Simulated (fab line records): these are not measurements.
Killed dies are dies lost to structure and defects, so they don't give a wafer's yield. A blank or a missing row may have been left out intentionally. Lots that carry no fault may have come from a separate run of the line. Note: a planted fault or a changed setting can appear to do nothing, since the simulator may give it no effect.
Check of tool commonality    flow sky130    Sample size 13 lots and 39 wafers

## WHY IT WAS OPENED
Of 13 lots, 2 have the reading LDD_HVP_TW flagged at SKY_LDD_HVP_TW_MEAS_10. No-fault wafers: 458.3, standard deviation 2.7.
Rule: a lot is flagged in two cases, either no wafer of it has a number, or all its wafers with numbers fall more than 4 standard deviations from that mean. All remaining lots are regarded as sound.

lot   measured      on             LDD_HVP_TW, wafer by wafer  flag
L585  day 21 05:15  film-metro-01  456.3 457.6 456.5           
L587  day 21 23:10  film-metro-02  460.6 458.5 460.7           
L589  day 22 17:40  film-metro-01  458.7 461.9 460.2           
L594  day 25 00:40  film-metro-03  480.4 481.3 478.6           FLAGGED
L595  day 25 05:56  film-metro-02  479.3 482.3 481.4           FLAGGED
L598  day 26 18:33  film-metro-02  452.7 454.8 454.6           
L602  day 27 09:37  film-metro-03  457.1 458.0 457.5           
L600  day 27 11:31  film-metro-01  457.0 456.9 457.2           
L601  day 27 12:07  film-metro-03  459.6 458.6 458.7           
L604  day 28 01:27  film-metro-01  458.4 460.6 461.5           
L605  day 28 13:13  film-metro-02  453.5 453.9 454.4           
L606  day 28 22:24  film-metro-03  458.8 462.0 460.0           
L607  day 29 07:22  film-metro-02  453.3 451.8 450.9           
On average the flagged lots' numbers are 480.6, which is +22.2 against the usual, or +8 standard deviations.

## WHICH TOOL EACH LOT WENT THROUGH
The record keeps 1 process step preceding the reading, out of 708 steps on the route. Each cell gives the tool, then ch followed by the chambers the sampled wafers passed through, then the start.
lot   flag     SKY_LDD_HVP_IMPLANT_08
L585           implanter-02 ch 0, day 21 05:00
L587           implanter-04 ch 0, day 21 22:56
L589           implanter-03 ch 0, day 22 17:25
L594  FLAGGED  implanter-03 ch 0, day 25 00:25
L595  FLAGGED  implanter-03 ch 0, day 25 05:43
L598           implanter-02 ch 0, day 26 18:19
L602           implanter-04 ch 0, day 27 09:23
L600           implanter-04 ch 0, day 27 11:17
L601           implanter-04 ch 0, day 27 11:53
L604           implanter-02 ch 0, day 28 01:12
L605           implanter-03 ch 0, day 28 12:58
L606           implanter-02 ch 0, day 28 22:09
L607           implanter-03 ch 0, day 29 07:07
These steps, and what they do:
- SKY_LDD_HVP_IMPLANT_08
- SKY_LDD_HVP_TW_MEAS_10

## FLAGGED OVER TOTAL, TOOL BY TOOL (the gauges that took the reading come last)
step                    tool           lots run  flagged  share of the flagged lots  sound lots run after its first flagged lot
SKY_LDD_HVP_IMPLANT_08  implanter-02   4         0        none                       -
SKY_LDD_HVP_IMPLANT_08  implanter-03   5         2        all                        2 (L605,L607)
SKY_LDD_HVP_IMPLANT_08  implanter-04   4         0        none                       -
SKY_LDD_HVP_TW_MEAS_10  film-metro-01  4         0        none                       -
SKY_LDD_HVP_TW_MEAS_10  film-metro-02  5         1        some                       3 (L598,L605,L607)
SKY_LDD_HVP_TW_MEAS_10  film-metro-03  4         1        some                       3 (L602,L601,L606)

## WHAT THE TABLE PERMITS
All flagged lots share 1 row of the table, namely implanter-03 at SKY_LDD_HVP_IMPLANT_08.
- implanter-03 at SKY_LDD_HVP_IMPLANT_08 ran 5 lots, 2 of them flagged. Lots that were sound ran on it after the first flagged one (L605, L607); a persistent fault on the entire tool would not allow that. Its own readings lie more than 4 standard deviations out on every wafer of the flagged lots: beam-energy-keV.
None of the table's rows ran every flagged lot and, after the first, no sound lot.

## WHAT THE SIMULATOR HAD INSERTED
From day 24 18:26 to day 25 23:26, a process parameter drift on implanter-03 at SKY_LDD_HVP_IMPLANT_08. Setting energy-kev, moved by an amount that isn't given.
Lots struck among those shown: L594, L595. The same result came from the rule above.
